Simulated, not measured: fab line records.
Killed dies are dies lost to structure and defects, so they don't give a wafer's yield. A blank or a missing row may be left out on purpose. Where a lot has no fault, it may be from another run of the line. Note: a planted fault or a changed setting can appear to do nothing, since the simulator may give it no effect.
Which tool is to blame? | flow sky130 | 12 lots, 35 wafers sampled, at 1 step of a route of 708

WHAT THE GAUGES READ, wafer by wafer
SKY_VIA1_THK_MEAS_23: measures by xrf.
lot  | measured     | on            | VIA1_W_THK (nm)
L726 | day 35 00:23 | film_metro-02 | 263 266 261
L727 | day 35 13:45 | film_metro-04 | 264 263 263
L729 | day 36 05:37 | film_metro-04 | 265 265 265
L730 | day 36 06:18 | film_metro-01 | 263 265 266
L733 | day 36 23:25 | film_metro-01 | 267 265 271
L732 | day 37 00:34 | film_metro-01 | 265 267 266
L735 | day 37 22:58 | film_metro-04 | 267 270 264
L740 | day 39 09:58 | film_metro-04 | 262 265
L743 | day 40 07:52 | film_metro-01 | 271 265 269
L745 | day 40 21:10 | film_metro-02 | 264 268 267
L747 | day 41 03:53 | film_metro-04 | 271 263 271
L748 | day 41 11:02 | film_metro-01 | 253 256 269

TOOL THAT RAN EACH LOT (tool first, then ch and the chambers of the sampled wafers, then the start)
Record: no process step prior to these readings.

WHAT THE TOOLS THEMSELVES READ (means of the sampled wafers that have a number; where no wafer has one, the mark that the record gives instead)
The record holds no such reading with a usual standard deviation.

THE ANSWER, worked out from the rows above alone
Rule: the lots themselves supply what counts as usual. The widest of any qualifying gaps counts: lots, ordered by their means at a reading, are off when they make up no more than a third of the lots, leave a main group of 4 or more, and stand apart from it by 3 or more times the standard deviation of that group's means. A main group whose means are all the same, to the digits that the tables above print for the reading, isn't used. A lot without any number at a reading at which 4 lots or more have one is off too. All remaining lots with rows at the step are treated as sound. The gauges are gone through in route order, then the tools' own readings, and for those a lot's mean is taken as printed above. The first step at which some lot is off is used, and at that step the reading that is off furthest; a lot without a number counts as furthest.
No lot is off on any of the readings shown, so nothing can be concluded from this.

WHAT WAS PUT IN BY THE SIMULATOR
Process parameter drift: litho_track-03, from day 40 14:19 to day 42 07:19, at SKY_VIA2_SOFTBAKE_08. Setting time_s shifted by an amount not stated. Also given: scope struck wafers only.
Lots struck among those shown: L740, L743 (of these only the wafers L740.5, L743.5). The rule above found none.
